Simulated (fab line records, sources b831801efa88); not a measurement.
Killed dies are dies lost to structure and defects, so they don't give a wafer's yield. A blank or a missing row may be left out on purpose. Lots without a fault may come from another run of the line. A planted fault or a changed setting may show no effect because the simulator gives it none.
fab line records | flow sky130
record lots=6 wafers=16 last_day=50
route steps=708 shown VIA3@575
lots that met no fault: from a run of the same line without faults
start_h: hours from the record's first day to the start of the lot's first wafer shown | wait_h: hours since the lot's step before | " the same as in the row above | L1.1+2: a row that stands for several wafers | - no value, or no start given | * or withheld: withheld | < > ~ a bound
route shown NAME@n: a module of which the file shows steps, and the number in the route of the first | usual: mean/standard deviation of fault-free wafers | same: alike in all rows | chamber/n: place in a boat | sites: the reading at each site | _std_site: their standard deviation | _edge_site: outer sites' mean less inner sites' | radius_mm: how far each site lies from the wafer's centre | mask NAME#n: copy n | behind: the tool/chamber that last shaped the wafer | hold: why the lot was held/for how many hours/how that ended | device: the transistor (n, p or np) that didn't switch | end of line: the same wafers' tests at the end of the route | a step without rows: its recipe alone | killed: dies lost to structure and defects at the first sort, not the wafer's yield | map: a wafer's dies, x killed, . not, _ none there
set.NAME: the setting as run; set.NAME@STEP: as run at that earlier step | model.NAME: the simulator's own value behind a step, which no gauge read
lots at some steps of the route; a table a step, a row a wafer
services: from which hour (start_h, from the record's first day; less than 0 if before it) a tool's chamber was out of use, for how many hours, and why
## steps
# step SKY_VIA3_CMP_02
# recipe material=SiO2 down_force_psi=4 platen_rpm=60 pad_velocity_m_s=0.94248
# usual motor_current_A=11.9/0.86 retaining_ring_pressure_frac=1.000/0.0053 slurry_flow_ml_min=149.9/0.45
# columns lot.wafer tool chamber start_h wait_h motor_current_A retaining_ring_pressure_frac slurry_flow_ml_min
L348.2 cmp-01 2 911.85 0.0 13.1 1.004 150.2
L348.4 " 0 " " 11.5 0.997 149.9
L348.6 " 2 " " 12.3 1.006 149.6
L355.3 cmp-01 2 963.76 0.1 12.5 1.008 149.2
L355.5 " 0 " " 11.3 0.997 150.9
L356.1 cmp-01 1 971.00 0.1 13.8 0.993 149.3
L356.4 " 2 " " 12.6 0.999 150.7
L360.4 cmp-02 1 996.87 0.3 12.0 1.004 151.1
L360.1 " 3 " " 11.7 0.998 150.4
L360.5 " 0 " " 10.9 1.007 150.5
L362.3 cmp-02 1 1008.24 0.4 11.8 1.002 150.0
L362.6 " 3 " " 11.4 0.998 150.1
L362.5 " 0 " " 10.8 1.002 150.0
L368.3 cmp-02 1 1049.78 0.1 11.2 0.999 149.8
L368.1 " 2 " " 11.4 1.000 149.7
L368.6 " 1 " " 11.8 1.005 149.4
# step SKY_VIA3_BOW_MEAS_03
# recipe mode=bow
# usual VIA3_BOW=81/7.5
# columns lot.wafer tool chamber start_h wait_h VIA3_BOW[um]
L348.2 film_metro-02 - 912.17 0.3 69
L348.4 " - " " 73
L348.6 " - " " 73
L355.3 film_metro-02 - 964.00 0.2 85
L355.5 " - " " 66
L356.1 film_metro-03 - 971.25 0.2 81
L356.4 " - " " 72
L360.1 film_metro-01 - 997.12 0.1 83
L360.4 " - " " 90
L360.5 " - " " 83
L362.3 film_metro-03 - 1008.48 0.2 92
L362.5 " - " " 80
L362.6 " - " " 76
L368.1 film_metro-03 - 1050.03 0.1 79
L368.3 " - " " 82
L368.6 " - " " 82
# step SKY_VIA3_DEHYDRATE_04
# recipe temp_c=200 time_s=60
# step SKY_VIA3_HMDS_05
# recipe prime_time_s=60 prime_temp_c=120
# step SKY_VIA3_COAT_06
# recipe resist=BARC temp_c=withheld time_s=withheld spin_rpm=3000 resist_thk_nm=60
# step SKY_VIA3_COAT_07
# recipe resist=KrF-thick spin_rpm=3000 resist_thk_nm=450
# step SKY_VIA3_SOFTBAKE_08
# recipe temp_c=100 time_s=90 resist=KrF-thick
# step SKY_VIA3_EXPOSE_09
# recipe mask_id=VIM3 na=0.8 source_shape=annular sigma_inner=0.55 sigma_outer=0.85 target_cd_nm=200 dose_mj=38
# step SKY_VIA3_PEB_10
# recipe peb_temp_c=withheld peb_time_s=withheld resist=KrF-thick
# step SKY_VIA3_DEVELOP_11
# recipe develop_time_s=60 resist=KrF-thick dev_temp_c=21
# step SKY_VIA3_CD_MEAS_12
# recipe target_cd_nm=200
# usual cd_nm=200.0/1.3
# columns lot.wafer tool chamber start_h wait_h cd_nm
L348.2 cd_sem-01 - 936.52 - 201.7
L348.4 " - " " 203.1
L348.6 " - " " 202.1
L355.3 cd_sem-02 - 988.28 - 198.2
L355.5 " - " " 198.8
L356.1 cd_sem-02 - 994.55 - 200.6
L356.4 " - " " 199.4
L360.1 cd_sem-01 - 1020.20 - 199.7
L360.4 " - " " 199.1
L360.5 " - " " 200.2
L362.3 cd_sem-01 - 1030.99 - 200.3
L362.5 " - " " 200.4
L362.6 " - " " 202.3
L368.1 cd_sem-02 - 1071.44 - 201.2
L368.3 " - " " 200.6
L368.6 " - " " 200.2
# step SKY_VIA3_OVL_MEAS_13
# usual VIA3_OVL=0/5.5
# columns lot.wafer tool chamber start_h wait_h VIA3_OVL[nm]
L348.2 overlay-01 - 936.62 0.1 -1
L348.4 " - " " -3
L348.6 " - " " -4
L355.3 overlay-02 - 988.37 0.1 -6
L355.5 " - " " -8
L356.1 overlay-02 - 994.67 0.1 -8
L356.4 " - " " -9
L360.1 overlay-02 - 1020.32 0.1 1
L360.4 " - " " -7
L360.5 " - " " 3
L362.3 overlay-02 - 1031.09 0.1 3
L362.5 " - " " -2
L362.6 " - " " 0
L368.1 overlay-02 - 1071.56 0.1 6
L368.3 " - " " 7
L368.6 " - " " -3
# step SKY_VIA3_ETCH_14
# recipe chemistry=N2/H2 target=BARC ion_energy_ev=200 source_w=500 bias_w=100 pressure_mtorr=30 n2_flow_sccm=100 h2_flow_sccm=200 stop_on=SiO2 time_s=45.9 target_depth_a=600
# usual bias_w=100.00/0.29 chamber_pressure_mTorr=29.995/0.026 drypump_motor_current_A=5.7/0.38 oes_product_au=0.854/0.0046 run_length_s=74.0/0.52 throttle_valve_pct=13.224/0.0096
# columns lot.wafer tool chamber start_h wait_h bias_w chamber_pressure_mTorr drypump_motor_current_A oes_product_au rf_hours_counter_h run_length_s throttle_valve_pct model.KrF-thick_of_VIA3_COAT_07.thk_nm
L348.2 rie_diel-01 1 936.65 0.0 100.08 29.962 5.9 0.855 18 74.0 13.210 391.3
L348.4 " 2 " " 100.08 29.992 5.9 0.851 - 73.3 13.214 393.7
L348.6 " 0 " " 100.02 30.021 5.6 0.845 - 73.8 13.212 391.9
L355.3 rie_diel-01 1 988.39 0.0 99.95 30.009 6.0 0.858 20 73.9 13.220 393.7
L355.5 " 2 " " - 30.022 5.9 0.908 - 70.4 13.231 398.4
L356.1 rie_diel-01 3 994.71 0.0 - 29.963 5.9 0.910 5 70.3 13.229 393.3
L356.4 " 1 " " 100.07 29.980 5.9 0.852 20 74.1 13.224 391.9
L360.1 rie_diel-04 0 1020.35 0.0 100.26 29.986 5.3 0.851 20 73.6 13.228 392.1
L360.4 " 1 " " 99.56 29.950 4.9 0.845 22 74.8 13.217 390.4
L360.5 " 1 " " 99.65 30.024 4.9 0.850 - 74.9 13.223 389.8
L362.3 rie_diel-04 3 1031.11 0.0 100.17 30.004 5.7 0.849 13 73.9 13.208 392.1
L362.5 " 3 " " 100.44 29.979 5.6 0.852 - 74.4 13.217 391.2
L362.6 " 0 " " 99.66 30.014 5.4 0.859 - 73.8 13.222 390.6
L368.1 rie_diel-04 1 1071.60 0.0 100.27 29.976 4.9 0.852 23 74.7 13.211 391.5
L368.3 " 3 " " 99.84 30.039 5.7 0.851 14 74.5 13.234 390.7
L368.6 " 1 " " 99.88 30.038 4.9 0.845 - 75.5 13.221 389.9
# step SKY_VIA3_ETCH_15
# recipe target=SiO2 chemistry=C4F8/O2/Ar target_depth_nm=507 stop_on=TiN mask_material=KrF-thick source_w=1500 bias_w=1200 pressure_mtorr=40 c4f8_flow_sccm=withheld O2_flow_sccm=6 Ar_flow_sccm=300 time_s=78
# usual bias_w=1200/3.7 chamber_pressure_mTorr=40.00/0.038 oes_product_au=0.947/0.0053 run_length_s=106.1/0.52
# columns lot.wafer tool chamber start_h wait_h bias_w chamber_pressure_mTorr oes_product_au rf_hours_counter_h run_length_s
L348.2 rie_diel-01 1 936.70 0.0 1200 40.02 0.944 18 106.7
L348.4 " 2 " " 1204 39.96 0.953 - 105.6
L348.6 " 0 " " 1202 40.03 0.945 - 106.0
L355.3 rie_diel-01 1 988.44 0.0 1202 40.03 0.951 20 106.1
L355.5 " 2 " " 1198 39.98 0.955 - 105.3
L356.1 rie_diel-01 3 994.75 0.0 1198 40.06 0.942 5 105.4
L356.4 " 1 " " 1197 39.99 0.949 20 106.1
L360.1 rie_diel-04 0 1020.40 0.0 1200 40.00 0.957 20 105.7
L360.4 " 1 " " 1199 40.00 0.946 22 106.8
L360.5 " 1 " " 1194 40.04 0.941 - 107.0
L362.3 rie_diel-04 3 1031.15 0.0 1204 40.01 0.937 13 106.6
L362.5 " 3 " " 1207 39.98 0.949 - 106.2
L362.6 " 0 " " 1199 40.03 0.949 - 105.7
L368.1 rie_diel-04 1 1071.64 0.0 1196 39.91 0.954 23 106.9
L368.3 " 3 " " 1194 40.02 0.945 14 106.1
L368.6 " 1 " " 1199 39.97 0.946 - 106.9
## services
# columns tool chamber start_h hours kind
rie_diel-01 2 888.90 2.2 repair
rie_diel-01 - 907.19 4.3 pm
cmp-01 - 912.15 4.0 pm
cmp-01 - 916.15 - consumable_replace:conditioner
cmp-01 - 916.15 - consumable_replace:pad
cmp-01 - 929.78 1.9 repair
cmp-02 - 933.75 6.9 pm
rie_diel-01 3 935.24 12.9 repair
rie_diel-01 - 937.72 0.6 repair
cmp-01 - 941.95 0.9 repair
rie_diel-04 0 942.80 4.1 repair
cmp-02 - 951.22 1.3 repair
cmp-01 - 952.18 0.5 repair
rie_diel-04 3 982.81 5.2 repair
cmp-02 - 983.91 6.3 repair
cmp-01 - 996.53 0.6 repair
rie_diel-04 3 1000.13 8.5 repair
cmp-01 - 1008.26 9.0 pm
rie_diel-01 - 1019.02 2.1 repair
rie_diel-01 1 1027.49 4.0 repair
cmp-01 - 1039.18 6.3 pm
rie_diel-01 3 1059.60 6.3 repair
rie_diel-04 - 1064.95 2.8 pm
## key
first_sign step=SKY_VIA3_ETCH_14 reading=oes_product_au direction=up sigmas=12 usual=0.854 struck=0.909
effect step=SKY_VIA3_ETCH_14 reading=run_length_s direction=down sigmas=7.2 usual=* struck=*
model_effect step=SKY_VIA3_ETCH_14 value=KrF-thick_of_VIA3_COAT_07.thk_nm without=393.1 struck=395.8
met_at SKY_VIA3_ETCH_14
struck_wafers L355.5,L356.1
onset_between 936.65 988.39
fault kind=process_parameter_drift tool=rie_diel-01 chamber=- onset_h=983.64 steps=SKY_VIA3_ETCH_14 channel=time_s offset=* shape=step end_h=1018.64 scope=struck_wafers_only acts_in=* stated=*
